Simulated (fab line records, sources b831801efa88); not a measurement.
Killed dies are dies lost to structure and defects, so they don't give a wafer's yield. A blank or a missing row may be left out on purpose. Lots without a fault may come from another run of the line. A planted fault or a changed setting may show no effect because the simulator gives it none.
One fault seen from 2 desks | flow gf180mcu | each desk has only its own numbers; what lay behind them comes last

THE TOOL OWNER'S DESK: implanter-03
The tool's own readings at GF_NSD_IMPLANT_10: means of the sampled wafers that have a number, for each lot that ran on this tool. A lot is out of limits, marked OUT, if its mean lies more than 4 standard deviations from the usual mean; the brackets give that distance.
Columns: A = beam_energy_keV at GF_NSD_IMPLANT_10, usual 40.003; B = tilt_deg at GF_NSD_IMPLANT_10, usual 7.005 degrees
lot  | first seen here | A                        | B
L948 | day 13 08:59    | 40.009                   | 7.013
L950 | day 14 08:36    | 40.007                   | 6.999
L951 | day 14 15:24    | 39.983                   | 7.033
L953 | day 15 15:39    | 40.013                   | 7.005
L964 | day 19 02:15    | 38.567 (-99 or more) OUT | 7.000
L965 | day 19 10:46    | 38.582 (-99 or more) OUT | 7.000
This desk's finding: out of limits on L964, L965; first on L964, day 19 02:15 (beam_energy_keV at GF_NSD_IMPLANT_10). In limits: L948, L950, L951, L953.

THE METROLOGY DESK
What the gauges read, lot by lot, whatever tool the lot ran on: means of the sampled wafers that have a number. A lot is out of limits, marked OUT, if its mean lies more than 4 standard deviations from the usual mean; the brackets give that distance.
Columns: A = NSD_RS at GF_PSD_RS_MEAS_14, usual 46.11 ohm/sq; B = CONTACT_W_THK at GF_CONTACT_THK_MEAS_26, usual 303 nm
lot  | first seen here | A                | B
L948 | day 14 05:49    | 46.22            | 309
L949 | day 15 00:21    | 46.01            | 310
L950 | day 15 07:06    | 46.12            | 302
L951 | day 15 13:08    | 45.95            | 310
L952 | day 16 02:10    | 45.91            | 306
L953 | day 16 14:44    | 46.10            | 299
L954 | day 16 20:44    | 46.24            | 300
L955 | day 16 23:03    | 46.13            | 298
L964 | day 20 03:39    | 46.65 (+5.4) OUT | 304
L965 | day 20 12:09    | 46.49            | 302
L968 | day 21 11:56    | 46.01            | 309
L969 | day 21 23:59    | 46.05            | 303
L971 | day 22 12:52    | 46.04            | 304
This desk's finding: out of limits on L964; first on L964, day 20 03:39 (NSD_RS at GF_PSD_RS_MEAS_14). In limits: L948, L949, L950, L951, L952, L953, L954, L955, L965, L968, L969, L971.

PUT TOGETHER
The tool owner's desk could have raised an alarm at day 19 02:15, on L964, L965.
The metrology desk could have raised an alarm at day 20 03:39, on L964.
The metrology desk has L965 on record, within its limits.
Of the lots named, all ran GF_NSD_IMPLANT_10 on implanter-03.

WHAT THE SIMULATOR HAD PUT IN
Process parameter drift: implanter-03, from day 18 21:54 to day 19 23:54, at GF_NSD_IMPLANT_10. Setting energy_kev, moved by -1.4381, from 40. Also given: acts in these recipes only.
Lots struck among those shown: L964, L965.
Hours from the fault's start to each desk's first reading out of limits: the tool owner's desk, 4; the metrology desk, 30.
